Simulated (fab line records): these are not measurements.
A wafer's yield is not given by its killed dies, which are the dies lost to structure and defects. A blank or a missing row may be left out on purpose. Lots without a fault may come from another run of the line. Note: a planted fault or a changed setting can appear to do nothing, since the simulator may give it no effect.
fab line records	flow sky130
[record] lots = 7	wafers = 21	lastDay = 48
route steps=708 shown LDD_LDN@292 SPACER@304 POLY_CUT@307 PAD_OPEN@708
lots that met no fault: taken from a fault-free run of the same line
startH: hours from the record's opening day to when the first of the lot's shown wafers began	waitH: hours elapsed since this lot's preceding step	" as in the row above	L1.1+2: several wafers, shown together as one row	- no value, or no start given	* or withheld: withheld	< > ~ a bound
route shown NAME@n: names a module that has steps shown in the file, with the first one's number in the route	usual: the fault-free wafers' mean and standard deviation	same: alike in all rows	chamber/n: place in a boat	sites: the reading at each site	_std_site: standard deviation of those values	_edge_site: inner sites' mean taken away from outer sites' mean	radiusMm: for every site, how far away it sits from the centre of the wafer	mask NAME#n: copy n	behind: tool/chamber where the wafer was last shaped	hold: why the lot went on hold/how many hours it stayed there/how the hold came to an end	device: whichever transistor did not switch (one of n, p or np)	end of line: the same wafers' tests at the end of the route	a step with no rows: only its recipe	killed: dies lost to structure and defects at the first sort, not the wafer's yield	map: a wafer's dies, x killed, . not, _ none there
set.NAME: the setting that was run; set.NAME@STEP: the one run at that earlier step	model.NAME: the simulator's own value behind a step, which no gauge read
certain route steps with their lots: each step a table, each wafer a row
services: from which hour (startH, from the record's first day; less than 0 if before it) a tool's chamber was out of use, for how many hours, and why
[[steps]]
[step SKY_LDD_LDN_SOFTBAKE_03]
[recipe] tempC = 90	timeS = 60	resist = NOVOLAK
[step SKY_LDD_LDN_EXPOSE_04]
[recipe] maskId = LDNTM	na = 0.6	sourceShape = conventional	sigmaOuter = 0.6	polarization = unpolarized	targetCdNm = 700	doseMj = 140
[step SKY_LDD_LDN_PEB_05]
[recipe] tempC = withheld	timeS = *	resist = NOVOLAK
[step SKY_LDD_LDN_DEVELOP_06]
[recipe] resist = NOVOLAK	developer = TMAH	developTimeS = 60	devTempC = 23
[step SKY_LDD_LDN_OVL_MEAS_07]
[usual] LDD_LDN_OVL = -1.1/1.4
lot.wafer	tool	chamber	startH	waitH	LDD_LDN_OVL[nm]
L234.3	overlay-01	-	544.60	0.1	-0.8
L234.5	"	-	"	"	-0.4
L234.6	"	-	"	"	-1.3
L236.1	overlay-01	-	558.43	0.1	-2.0
L236.2	"	-	"	"	-2.6
L236.3	"	-	"	"	-1.9
L237.3	overlay-01	-	571.23	0.1	-3.4
L237.4	"	-	"	"	-0.9
L237.5	"	-	"	"	-3.6
L239.2	overlay-01	-	591.39	0.1	-1.7
L239.4	"	-	"	"	0.3
L239.6	"	-	"	"	-0.1
L241.3	overlay-02	-	619.40	0.1	-0.4
L241.5	"	-	"	"	0.8
L241.6	"	-	"	"	-0.3
L243.4	overlay-01	-	627.19	0.1	-0.1
L243.5	"	-	"	"	0.7
L243.6	"	-	"	"	0.3
L244.1	overlay-02	-	639.02	0.1	-1.2
L244.3	"	-	"	"	0.1
L244.5	"	-	"	"	-0.5
[step SKY_LDD_LDN_IMPLANT_08]
[recipe] species = As	energyKev = 15	doseCm2 = 1.25e+13	tiltDeg = withheld	rotationDeg = 23
[step SKY_LDD_LDN_IMPLANT_09]
[recipe] species = As	energyKev = 15	doseCm2 = 1.25e+13	tiltDeg = withheld	rotationDeg = 113
[step SKY_LDD_LDN_IMPLANT_10]
[recipe] species = As	energyKev = 15	doseCm2 = 1.25e+13	tiltDeg = withheld	rotationDeg = 203
[step SKY_LDD_LDN_IMPLANT_11]
[recipe] species = As	energyKev = 15	doseCm2 = 1.25e+13	tiltDeg = withheld	rotationDeg = 293
[step SKY_LDD_LDN_STRIP_12]
[recipe] chemistry = O2/N2	powerW = 1400	pressureMtorr = 1500	platenTempC = withheld	o2FlowSccm = 3000	n2FlowSccm = 300	overashFraction = 0.5
[usual] drypumpMotorCurrentA = 5.8/0.61	oesProductAu = 0.715/0.0049	stripTimeToEndpointS = 14.19/0.045
[same] overashFraction = 0.5
lot.wafer	tool	chamber	startH	waitH	drypumpMotorCurrentA	oesProductAu	rfHoursCounterH	stripTimeToEndpointS
L234.3	plasmaAsher-04	1	545.25	0.1	5.3	0.711	-	14.29
L234.5	"	1	"	"	5.3	0.716	-	14.27
L234.6	"	0	"	"	6.8	0.716	-	14.29
L236.1	plasmaAsher-02	1	559.07	0.1	5.8	0.714	41	14.18
L236.2	"	0	"	"	6.3	0.705	41	14.13
L236.3	"	1	"	"	5.9	0.702	-	14.14
L237.3	plasmaAsher-04	0	571.89	0.1	6.8	0.713	-	14.19
L237.4	"	1	"	"	5.3	0.717	-	14.16
L237.5	"	0	"	"	6.8	0.718	-	14.18
L239.2	plasmaAsher-01	0	592.02	0.1	5.2	0.706	16	14.12
L239.4	"	1	"	"	5.5	0.720	-	14.16
L239.6	"	1	"	"	5.5	0.710	-	14.19
L241.3	plasmaAsher-04	0	620.05	0.1	6.8	0.722	-	14.15
L241.5	"	1	"	"	5.3	0.713	-	14.13
L241.6	"	0	"	"	6.8	0.718	-	14.17
L243.4	plasmaAsher-01	0	627.84	0.1	5.2	0.713	-	14.17
L243.5	"	0	"	"	5.2	0.712	-	14.19
L243.6	"	1	"	"	5.5	0.711	-	14.22
L244.1	plasmaAsher-02	0	639.66	0.1	6.3	0.714	49	14.21
L244.3	"	1	"	"	5.9	0.717	-	14.18
L244.5	"	1	"	"	5.9	0.712	-	14.19
[step SKY_LDD_LDN_TW_MEAS_13]
[usual] LDD_LDN_TW = 1470/9.2
lot.wafer	tool	chamber	startH	waitH	LDD_LDN_TW
L234.3	filmMetro-03	-	545.34	0.1	1465
L234.5	"	-	"	"	1471
L234.6	"	-	"	"	1468
L236.1	filmMetro-02	-	559.17	0.1	1473
L236.2	"	-	"	"	1471
L236.3	"	-	"	"	1478
L237.3	filmMetro-01	-	571.98	0.1	1465
L237.4	"	-	"	"	1464
L237.5	"	-	"	"	1465
L239.2	filmMetro-03	-	592.13	0.1	1459
L239.4	"	-	"	"	1461
L239.6	"	-	"	"	1467
L241.3	filmMetro-02	-	620.14	0.1	1478
L241.5	"	-	"	"	1468
L241.6	"	-	"	"	1477
L243.4	filmMetro-03	-	627.94	0.1	1458
L243.5	"	-	"	"	1471
L243.6	"	-	"	"	1471
L244.1	filmMetro-03	-	639.76	0.1	1468
L244.3	"	-	"	"	1472
L244.5	"	-	"	"	1470
[step SKY_LDD_LDN_CLEAN_14]
[recipe] chemistry = SC1/SC2	mix = 1:4:20	tempC = 70	timeS = 150	dry = n2Spin
[step SKY_SPACER_CVD_00]
[recipe] material = Si3N4	precursor = DCS/NH3	targetThkNm = 43.1	tempC = 770	timeS = 740	pressureMtorr = 250
[usual] pressureMtorr = 250.0/0.53
lot.wafer	tool	chamber	startH	waitH	pressureMtorr
L234.3	lpcvd-02	0	545.43	0.0	249.4
L234.5	"	0	"	"	250.2
L234.6	"	0	"	"	250.0
L236.1	lpcvd-02	0	559.28	0.0	250.1
L236.2	"	0	"	"	249.9
L236.3	"	0	"	"	250.1
L237.3	lpcvd-02	0	572.07	0.0	249.9
L237.4	"	0	"	"	250.3
L237.5	"	0	"	"	251.0
L239.2	lpcvd-02	1	592.72	0.5	250.5
L239.4	"	1	"	"	250.5
L239.6	"	1	"	"	250.5
L241.3	lpcvd-02	1	620.23	0.0	250.4
L241.5	"	1	"	"	250.9
L241.6	"	1	"	"	249.4
L243.4	lpcvd-02	0	628.65	0.6	249.9
L243.5	"	0	"	"	250.2
L243.6	"	0	"	"	250.4
L244.1	lpcvd-02	1	639.87	0.0	250.0
L244.3	"	1	"	"	249.5
L244.5	"	1	"	"	249.5
[step SKY_SPACER_THK_MEAS_01]
[recipe] reads = Si3N4_of_SPACER_CVD_00
[usual] SPACER_CVD_00_THK = 43.1/0.44
lot.wafer	tool	chamber	startH	waitH	SPACER_CVD_00_THK[nm]
L234.3	filmMetro-01	-	547.26	0.0	43.2
L234.5	"	-	"	"	43.5
L234.6	"	-	"	"	43.0
L236.1	filmMetro-04	-	560.48	0.0	43.0
L236.2	"	-	"	"	42.9
L236.3	"	-	"	"	43.0
L237.3	filmMetro-02	-	573.30	0.0	42.7
L237.4	"	-	"	"	43.0
L237.5	"	-	"	"	43.0
L239.2	filmMetro-04	-	593.93	0.0	43.9
L239.4	"	-	"	"	43.6
L239.6	"	-	"	"	43.9
L241.3	filmMetro-04	-	621.46	0.0	41.4
L241.5	"	-	"	"	41.7
L241.6	"	-	"	"	41.6
L243.4	filmMetro-04	-	629.88	0.0	41.3
L243.5	"	-	"	"	41.5
L243.6	"	-	"	"	41.4
L244.1	filmMetro-01	-	641.07	0.0	41.1
L244.3	"	-	"	"	41.6
L244.5	"	-	"	"	41.7
[step SKY_SPACER_ETCHBACK_02]
[recipe] chemistry = CH3F/O2	target = Si3N4	stopOn = SiO2	sourceW = 400	biasW = 80	pressureMtorr = 25	ch3fFlowSccm = 40	O2_flow_sccm = 30	timeS = 46.7	targetDepthA = 450
[usual] drypumpMotorCurrentA = 5.6/0.36	oesProductAu = 0.854/0.0071	rfFwdPowerW = 395.6/1.5	throttleValvePct = 10.562/0.0085
lot.wafer	tool	chamber	startH	waitH	drypumpMotorCurrentA	oesProductAu	rfFwdPowerW	rfHoursCounterH	throttleValvePct
L234.3	rieDiel-03	3	547.30	0.0	6.0	0.855	398.4	63	10.564
L234.5	"	2	"	"	5.4	0.866	394.8	-	10.552
L234.6	"	3	"	"	6.0	0.853	398.2	-	10.549
L236.1	rieDiel-02	3	560.54	0.1	5.4	0.859	397.2	31	10.556
L236.2	"	1	"	"	5.8	0.856	394.4	72	10.561
L236.3	"	0	"	"	5.7	0.860	397.8	30	10.578
L237.3	rieDiel-01	2	573.34	0.0	5.8	0.843	395.2	5	10.551
L237.4	"	1	"	"	5.5	0.853	398.2	-	10.561
L237.5	"	2	"	"	5.8	0.848	395.2	-	10.553
L239.2	rieDiel-03	1	593.98	0.0	6.1	0.864	397.2	0	10.562
L239.4	"	2	"	"	5.4	0.860	395.1	44	10.559
L239.6	"	2	"	"	5.4	0.854	395.1	-	10.554
L241.3	rieDiel-02	3	621.50	0.0	5.4	0.839	396.6	33	10.562
L241.5	"	2	"	"	6.3	0.846	394.5	-	10.553
L241.6	"	3	"	"	5.3	0.840	398.1	-	10.560
L243.4	rieDiel-01	3	629.91	0.0	5.5	0.835	394.7	62	10.564
L243.5	"	0	"	"	4.9	0.831	394.6	-	10.571
L243.6	"	3	"	"	5.5	0.833	396.3	-	10.573
L244.1	rieDiel-03	0	641.13	0.1	5.6	0.839	396.0	8	10.547
L244.3	"	1	"	"	6.1	0.828	396.7	1	10.567
L244.5	"	1	"	"	6.1	0.839	395.2	-	10.548
[step SKY_POLY_CUT_DEHYDRATE_00]
[recipe] tempC = 200	timeS = 60
[step SKY_PAD_OPEN_PROBE_99]
[usual] killed_at_M0_to_M3 = 43/6.6	killed_at_M4_up = 3.2/1.9	killedAtContacts = 25/5.3	killedAtFrontEnd = 16/4.5	killedAtOther = 0.3/0.63	killedDies = 87/8.9	killedOnRim = 17/3.7	killedOpen = 48/7.9	killedShort = 39/5.3
[same] grossDies = 492	killedAtBackSide = 0
lot.wafer	tool	chamber	startH	waitH	killed_at_M0_to_M3	killed_at_M4_up	killedAtContacts	killedAtFrontEnd	killedAtOther	killedDies	killedOnRim	killedOpen	killedShort	model.etest.pfet_01v8.driveUaUmRimLessCentre	model.etest.pfet_01v8.driveUaUmRange	model.etest.nfet_01v8.driveUaUmRimLessCentre	model.etest.nfet_01v8.driveUaUmRange	model.etest.pfet_01v8.vtVRimLessCentre	model.etest.pfet_01v8.vtVRange
L234.3	prober-01	-	1088.09	0.2	50	1	25	20	0	96	22	56	38	6.448	7.558	2.061	8.65	0.01398	0.01994
L234.5	prober-01	-	1088.19	0.2	40	5	35	23	0	103	21	53	49	4.618	5.927	-2.263	8.333	0.01353	0.01694
L234.6	prober-01	-	1088.24	0.2	35	7	31	16	0	89	20	44	44	4.656	9.759	2.057	6.627	0.01855	0.02439
L236.1	prober-01	-	1095.89	0.1	39	5	27	16	0	87	19	47	40	-2.569	6.949	-4.204	12.65	-0.002969	0.0135
L236.2	prober-01	-	1095.94	0.1	33	3	28	16	0	80	12	41	39	2.284	7.552	-2.914	11.84	-0.0005351	0.009923
L236.3	prober-01	-	1095.99	0.2	36	2	22	12	1	73	12	41	31	-0.3121	5.201	-3.069	6.482	-0.00463	0.01373
L237.3	prober-02	-	1107.49	0.2	48	3	28	11	0	90	21	56	34	-3.968	4.761	3.245	5.924	-0.008023	0.01157
L237.4	prober-02	-	1107.54	0.2	58	4	30	10	0	102	22	60	42	-3.595	5.979	-2.121	5.237	0.002864	0.008947
L237.5	prober-02	-	1107.59	0.2	52	1	20	12	0	85	16	49	36	0.9869	3.723	0.5526	7.654	0.0009388	0.004637
L239.2	prober-02	-	1118.12	0.1	35	0	23	14	4	76	16	46	30	-8.472	14.9	-6.535	9.956	-0.02425	0.02929
L239.4	prober-02	-	1118.22	0.2	40	5	27	9	2	83	12	46	37	-6.721	12.26	-2.253	11.73	-0.0227	0.02645
L239.6	prober-02	-	1118.32	0.2	50	7	22	6	0	85	7	57	28	-7.465	10.51	5.253	7.537	-0.02419	0.03081
L241.3	prober-02	-	1139.60	0.2	48	2	22	12	0	84	17	43	41	7.052	13.63	-3.185	6.163	0.0206	0.02562
L241.5	prober-02	-	1139.70	0.2	37	2	27	10	0	76	13	43	33	9	16.52	2.168	10	0.0191	0.02314
L241.6	prober-02	-	1139.75	0.2	44	5	34	13	0	96	14	63	33	11.35	17.15	6.725	9.455	0.0247	0.02853
L243.4	prober-02	-	1148.40	0.2	46	5	23	15	0	89	12	59	30	13.41	18.34	2.609	9.832	0.02192	0.02515
L243.5	prober-02	-	1148.45	0.2	48	2	20	12	0	82	14	41	41	13.64	14.42	6.964	10.29	0.02034	0.02398
L243.6	prober-02	-	1148.50	0.2	40	1	24	21	0	86	18	43	43	15.9	17.83	6.701	12.83	0.01334	0.02692
L244.1	prober-02	-	1154.10	0.1	41	5	16	17	0	79	12	42	37	1.507	13.09	1.246	11.06	-0.001979	0.01402
L244.3	prober-02	-	1154.20	0.2	53	0	19	14	1	87	17	47	39	2.174	10.98	2.973	11.71	-0.002334	0.01846
L244.5	prober-02	-	1154.30	0.2	42	2	16	17	0	77	15	42	34	9.343	10.37	4.963	9.444	0.002284	0.0153
// killed by level:class
L234.3 CONTACT:geometricParticle:open=12 VIA1:geometricParticle:open=11 VIA2:geometricParticle:open=8 CONTACT:geometricParticle:short=7 VIA3:geometricParticle:open=7 POLY_GATE:geometricParticle:open=6 METAL1:geometricParticle:short=5 VIA1:geometricParticle:short=5
L234.5 VIA1:geometricParticle:open=14 CONTACT:geometricParticle:open=12 CONTACT:geometricParticle:short=8 LI_CONTACT:geometricParticle:open=7 METAL1:geometricParticle:short=6 POLY_GATE:geometricParticle:open=5 LOCAL_INTERCONNECT:geometricParticle:short=5 METAL4:geometricParticle:short=5
L234.6 CONTACT:geometricParticle:open=11 LI_CONTACT:geometricParticle:open=7 VIA1:geometricParticle:open=7 METAL1:geometricParticle:short=6 CONTACT:geometricParticle:short=5 VIA1:geometricParticle:short=5 METAL2:geometricParticle:short=5 VIA3:geometricParticle:open=5
L236.1 VIA1:geometricParticle:open=13 CONTACT:geometricParticle:open=8 CONTACT:geometricParticle:short=8 METAL2:geometricParticle:short=7 LOCAL_INTERCONNECT:geometricParticle:short=6 VIA2:geometricParticle:open=6 FIELD_ISO:geometricParticle:open=4 SPACER:geometricParticle:open=3
L236.2 VIA1:geometricParticle:open=10 CONTACT:geometricParticle:open=9 LI_CONTACT:geometricParticle:open=7 LOCAL_INTERCONNECT:geometricParticle:short=7 FIELD_ISO:geometricParticle:open=5 METAL1:geometricParticle:short=5 VIA2:geometricParticle:short=5 METAL2:geometricParticle:short=4
L236.3 VIA1:geometricParticle:open=10 CONTACT:geometricParticle:open=8 CONTACT:geometricParticle:short=5 LI_CONTACT:geometricParticle:open=5 VIA2:geometricParticle:short=5 POLY_GATE:geometricParticle:open=4 VIA1:geometricParticle:short=4 METAL2:geometricParticle:short=4
L237.3 CONTACT:geometricParticle:open=13 VIA1:geometricParticle:open=12 VIA3:geometricParticle:open=10 LI_CONTACT:geometricParticle:open=9 METAL2:geometricParticle:short=6 VIA2:geometricParticle:open=5 VIA1:geometricParticle:short=5 FIELD_ISO:geometricParticle:short=3
L237.4 VIA1:geometricParticle:open=13 VIA2:geometricParticle:open=10 VIA3:geometricParticle:open=10 LI_CONTACT:geometricParticle:open=9 CONTACT:geometricParticle:open=9 VIA2:geometricParticle:short=7 METAL1:geometricParticle:short=6 VIA1:geometricParticle:short=5
L237.5 VIA1:geometricParticle:open=15 VIA2:geometricParticle:open=7 LI_CONTACT:geometricParticle:open=6 VIA3:geometricParticle:open=6 LI_CONTACT:geometricParticle:short=5 CONTACT:geometricParticle:open=5 VIA1:geometricParticle:short=5 POLY_GATE:geometricParticle:short=4
L239.2 CONTACT:geometricParticle:open=12 VIA2:geometricParticle:open=8 VIA1:geometricParticle:open=7 LI_CONTACT:geometricParticle:open=6 VIA1:geometricParticle:short=5 POLY_GATE:geometricParticle:open=4 POLY_GATE:geometricParticle:short=4 METAL1:geometricParticle:short=4
L239.4 CONTACT:geometricParticle:open=12 VIA1:geometricParticle:open=8 LOCAL_INTERCONNECT:geometricParticle:short=6 VIA2:geometricParticle:open=5 LI_CONTACT:geometricParticle:open=4 METAL2:geometricParticle:open=4 METAL2:geometricParticle:short=4 METAL3:geometricParticle:short=4
L239.6 VIA2:geometricParticle:open=14 VIA1:geometricParticle:open=11 CONTACT:geometricParticle:open=8 LI_CONTACT:geometricParticle:open=6 METAL2:geometricParticle:short=5 VIA3:geometricParticle:open=5 METAL1:geometricParticle:short=4 VIA3:geometricParticle:short=4
L241.3 VIA1:geometricParticle:open=15 CONTACT:geometricParticle:short=8 METAL2:geometricParticle:short=7 METAL1:geometricParticle:short=6 CONTACT:geometricParticle:open=5 VIA2:geometricParticle:open=5 VIA1:geometricParticle:short=4 LI_CONTACT:geometricParticle:open=4
L241.5 CONTACT:geometricParticle:open=9 VIA1:geometricParticle:open=9 VIA3:geometricParticle:open=7 LI_CONTACT:geometricParticle:open=6 VIA2:geometricParticle:open=5 LOCAL_INTERCONNECT:geometricParticle:short=4 METAL1:geometricParticle:short=4 METAL2:geometricParticle:short=4
L241.6 VIA2:geometricParticle:open=12 VIA1:geometricParticle:open=10 CONTACT:geometricParticle:open=10 VIA3:geometricParticle:open=10 LI_CONTACT:geometricParticle:open=8 LOCAL_INTERCONNECT:geometricParticle:short=8 METAL1:geometricParticle:short=5 POLY_GATE:geometricParticle:open=4
L243.4 VIA1:geometricParticle:open=15 CONTACT:geometricParticle:open=10 VIA2:geometricParticle:open=8 VIA3:geometricParticle:open=7 CONTACT:geometricParticle:short=6 FIELD_ISO:geometricParticle:open=5 FIELD_ISO:geometricParticle:short=4 METAL3:geometricParticle:open=4
L243.5 VIA1:geometricParticle:open=13 VIA1:geometricParticle:short=8 CONTACT:geometricParticle:open=7 VIA2:geometricParticle:open=5 FIELD_ISO:geometricParticle:short=4 LI_CONTACT:geometricParticle:open=4 LOCAL_INTERCONNECT:geometricParticle:short=4 METAL1:geometricParticle:short=4
L243.6 VIA1:geometricParticle:open=13 CONTACT:geometricParticle:open=8 VIA1:geometricParticle:short=7 FIELD_ISO:geometricParticle:short=6 CONTACT:geometricParticle:short=6 SPACER:geometricParticle:open=5 METAL3:geometricParticle:short=5 LI_CONTACT:geometricParticle:open=4
L244.1 VIA1:geometricParticle:open=14 FIELD_ISO:geometricParticle:open=6 CONTACT:geometricParticle:open=6 VIA3:geometricParticle:open=6 VIA2:geometricParticle:short=6 METAL4:geometricParticle:short=5 METAL2:geometricParticle:short=5 METAL1:geometricParticle:short=4
L244.3 VIA3:geometricParticle:open=13 CONTACT:geometricParticle:open=8 METAL2:geometricParticle:short=8 VIA1:geometricParticle:open=7 LI_CONTACT:geometricParticle:open=6 VIA3:geometricParticle:short=6 METAL1:geometricParticle:short=5 FIELD_ISO:geometricParticle:open=4
L244.5 VIA1:geometricParticle:open=12 METAL1:geometricParticle:short=7 LI_CONTACT:geometricParticle:open=5 CONTACT:geometricParticle:open=5 VIA2:geometricParticle:open=5 VIA3:geometricParticle:open=5 POLY_GATE:geometricParticle:short=4 METAL2:geometricParticle:short=3
[[services]]
tool	chamber	startH	hours	kind
rieDiel-01	-	523.76	2.8	pm
rieDiel-01	1	541.18	2.8	repair
rieDiel-03	1	555.00	-	clean
rieDiel-03	1	555.00	17.9	scheduledDown
rieDiel-03	1	555.00	17.9	ventCycle
rieDiel-02	-	556.21	0.4	repair
plasmaAsher-02	-	557.85	1.2	repair
rieDiel-01	3	560.03	13.5	repair
plasmaAsher-04	-	603.06	2.8	pm
rieDiel-02	1	611.56	-	clean
rieDiel-02	1	611.56	16.1	scheduledDown
rieDiel-02	1	611.56	16.1	ventCycle
rieDiel-03	-	616.60	0.4	repair
rieDiel-03	3	633.97	-	clean
rieDiel-03	3	633.97	16.6	scheduledDown
rieDiel-03	3	633.97	16.6	ventCycle
rieDiel-02	-	635.15	2.8	repair
[[key]]
[firstSign] step = SKY_SPACER_THK_MEAS_01	reading = SPACER_CVD_00_THK	direction = down	sigmas = 3.6	usual = 43.1	struck = 41.5
[effect] step = SKY_SPACER_ETCHBACK_02	reading = oesProductAu	direction = down	sigmas = 2.5	usual = 0.854	struck = 0.837
[modelEffect] step = SKY_PAD_OPEN_PROBE_99	value = etest.pfet_01v8.driveUaUmRimLessCentre	without = -3.125	struck = 9.264
metAt SKY_SPACER_CVD_00
struckWafers L241.3,L241.5,L241.6,L243.4,L243.5,L243.6,L244.1,L244.3,L244.5
testerLeftOut L241,L243,L244
onsetBetween 592.72 620.23
alsoFits time
[fault] kind = siteProfileDrift	tool = lpcvd-02	chamber = -	onsetH = 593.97	steps = SKY_SPACER_CVD_00	basis = fraction	maxAbsDrift = 0.070521	slopeSharePerHr = 35.261	sitePattern = 0,0,0,0,0,-1,-1,-1,-1
// testerLeftOut: of these lots the tester's yield and bins aren't shown, on N5 and GAA mostly nor the transistor test; their killed dies are dies lost to structure and defects alone, not to doping, threshold or leakage, so they don't give the yield
